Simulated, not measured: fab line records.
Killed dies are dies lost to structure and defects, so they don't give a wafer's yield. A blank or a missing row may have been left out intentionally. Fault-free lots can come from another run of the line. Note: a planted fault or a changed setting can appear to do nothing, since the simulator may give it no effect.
Split-lot trial	flow gf180mcu	23 wafers read from 5 lots, route of 602 steps

## THE SPLIT
At GF_SAB_CVD_00 (deposits SiO2 from TEOS, target thk 50 nm, time 4.9302 s), the setting time-s was moved away from the recipe's 4.9302 s on 8 of the 23 wafers read, by -12.7% to +12.7%. All remaining wafers had this setting at the recipe value.

Split to reading: the file shows no intervening step.

## THE READING
SAB_CVD_00_THK, in nm, at GF_SAB_THK_MEAS_01. Typical for fault-free wafers on this fab line: 50.2 nm, with standard deviation 0.69 nm.

wafer	tool, chamber at the split	time-s as run, s	against the recipe	SAB_CVD_00_THK, nm	against lot-mates on the recipe
L074.2	pecvd-03, 2	4.303	-12.7%	43.5	-6.3
L074.3	pecvd-03, 1	4.9302	recipe	49.5	-
L074.4	pecvd-03, 1	4.9302	recipe	50.1	-
L074.5	pecvd-03, 0	4.303	-12.7%	44.3	-5.5
L074.6	pecvd-03, 2	4.9302	recipe	49.8	-
L076.1	pecvd-02, 0,1	4.9302	recipe	50.5	-
L076.3	pecvd-02, 2	4.9302	recipe	49.6	-
L076.6	pecvd-02, 0,1	4.9302	recipe	50.6	-
L077.1	pecvd-03, 1	4.9302	recipe	48.7	-
L077.2	pecvd-03, 2	4.9302	recipe	49.7	-
L077.4	pecvd-03, 0	5.417	+9.9%	54.4	+5.2
L077.5	pecvd-03, 2	5.417	+9.9%	54.7	+5.5
L077.6	pecvd-03, 1	5.417	+9.9%	54.8	+5.6
L079.2	pecvd-04, 2	5.556	+12.7%	56.9	+6.4
L079.3	pecvd-04, 1	4.9302	recipe	49.8	-
L079.4	pecvd-04, 2	5.556	+12.7%	57.9	+7.4
L079.5	pecvd-04, 1	4.9302	recipe	51.2	-
L079.6	pecvd-04, 0	5.556	+12.7%	57.5	+7.0
L083.1	pecvd-02, 0	4.9302	recipe	50.2	-
L083.2	pecvd-02, 2	4.9302	recipe	49.8	-
L083.3	pecvd-02, 1	4.9302	recipe	49.7	-
L083.4	pecvd-02, 1	4.9302	recipe	51.2	-
L083.5	pecvd-02, 0	4.9302	recipe	50.5	-
Where a row lists several chambers, the file gives one row for several wafers and doesn't say which wafer went through which chamber.

FIT RESULTS
A straight line over all 23 wafers: SAB_CVD_00_THK changes by +0.518 nm for each +1% of time-s; r = +0.98; the points scatter about the line by 0.69 nm.
The same after taking each lot's own level away (the mean of its wafers on the recipe; 23 wafers): +0.517 nm for each +1%; r = +0.99; scatter 0.52 nm.
That fit puts the effect of the largest move of time-s on the reading at 6.6 nm.
The lots' own levels span 49.20 to 50.50 nm, that is 1.9 times the standard deviation above.
The two slopes agree, so the slope changes little with the lot-to-lot level.
Check: with one of the wafers moved furthest among these (-12.7%) left out of the fit, the line predicts -6.47 nm for it against its lot-mates. It came out at -6.3 nm against them.

## THE WHOLE CHAIN: every reading that the file lists as answering this split, in the file's order
step	what it does	reading	change (the file's fit)	r (the file's)
GF_SAB_CVD_00	deposits SiO2 from TEOS, target thk 50 nm, time 4.9302 s	SiO2_of_SAB_CVD_00.thk-nm (the simulator's own value, which no gauge read)	+0.515 nm for each +1% of the setting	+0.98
GF_SAB_THK_MEAS_01		SAB_CVD_00_THK	+0.516 for each +1% of the setting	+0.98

## THE FILE'S OWN FIT
SAB_CVD_00_THK changes by +0.516 nm for each +1% of time-s, r = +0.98.
